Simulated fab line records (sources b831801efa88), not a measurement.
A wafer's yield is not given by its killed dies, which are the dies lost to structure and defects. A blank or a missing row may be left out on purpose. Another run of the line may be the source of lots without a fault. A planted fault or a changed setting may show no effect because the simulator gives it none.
Code-filled problem report in 8D (eight disciplines) form    flow sky130    the parts of the form that need people (team, actions taken, sign-off) are left out

## 1. WHAT WENT WRONG
Wafers without a fault read 89.02 s, standard deviation 0.16; run_length_s at SKY_LDD_HVP_SOFTBAKE_03 reads a mean of 95.12 s on 9 wafers belonging to 3 lots. That puts it +38 standard deviations away from the usual mean.
The step: time 60 s.
First seen on wafer L637.3, day 25 07:29, on litho_track-02. The record holds 36 wafers of 12 lots with a number at this step. By rule, "out" or "out of limits" means more than 4 standard deviations away from the usual mean. The rest of the wafers with a number are treated as sound.

## 2. WHAT IT IS, AND WHAT IT ISN'T
question                     is                      is not
which readings at this step  run_length_s            resist_line_temp_C
which lots                   L637, L638, L640        L626, L628, L629, L632, L634, L639, L643, L647, L648
which wafers of those lots   all that have a number  -
read on which tools          litho_track-02          litho_track-01, litho_track-04
when                         from day 25 07:29       up to then (15 sound wafers); but 12 sound wafers of L639, L643, L647, L648 came after

## 3. THE SUSPECTS, EACH WITH WHAT RULES IT OUT
Counting: a tool stays on the suspect list if, at a process step up to the reading, it processed all lots that are out and no sound lot following the first of them.
- rie_diel-03 at SKY_SONOS_ONO_ETCH_15 (etches the open film in CHF3/O2, target depth 19.52 nm, time 7.8 s): ruled out as a lasting fault. Sound lots L639, L648 ran on it after its first lot that is out, L637 (day 16 15:22).
- litho_track-02 at SKY_LDD_HVP_SOFTBAKE_03 (time 60 s): kept. It processed each lot that is out, first L637 at day 25 07:29, and no sound lot thereafter; up to then, the last sound lot it processed was L634 at day 24 01:57. Its own readings are out on those wafers: run_length_s.
Left after counting: litho_track-02 at SKY_LDD_HVP_SOFTBAKE_03.

## 4. THE CAUSE (what the simulator had put in)
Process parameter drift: litho_track-02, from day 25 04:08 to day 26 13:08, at SKY_LDD_HVP_SOFTBAKE_03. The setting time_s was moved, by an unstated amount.
Only this tool survived the counting.

## 5. THE EFFECT CHAIN, in route order
One row per reading whose mean, taken over the struck wafers that have a number, lies over 3 standard deviations from the usual. Readings are gone through only where the record gives a usual standard deviation; hours: the median, over the lots, of the time from a lot's start at the first step in this table giving one to that lot's start at this step; sigmas: the change measured in usual standard deviations.
hours  step                     reading       usual    on struck wafers  change  sigmas
0      SKY_LDD_HVP_SOFTBAKE_03  run_length_s  89.02 s  95.12             +6.10   +38
Its process steps:
- SKY_LDD_HVP_SOFTBAKE_03: time 60 s.

## 6. HOW IT WOULD HAVE BEEN CAUGHT EARLIER
3 hours passed between the start of the fault at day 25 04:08 and the first reading out of limits in this record, taken at day 25 07:29.
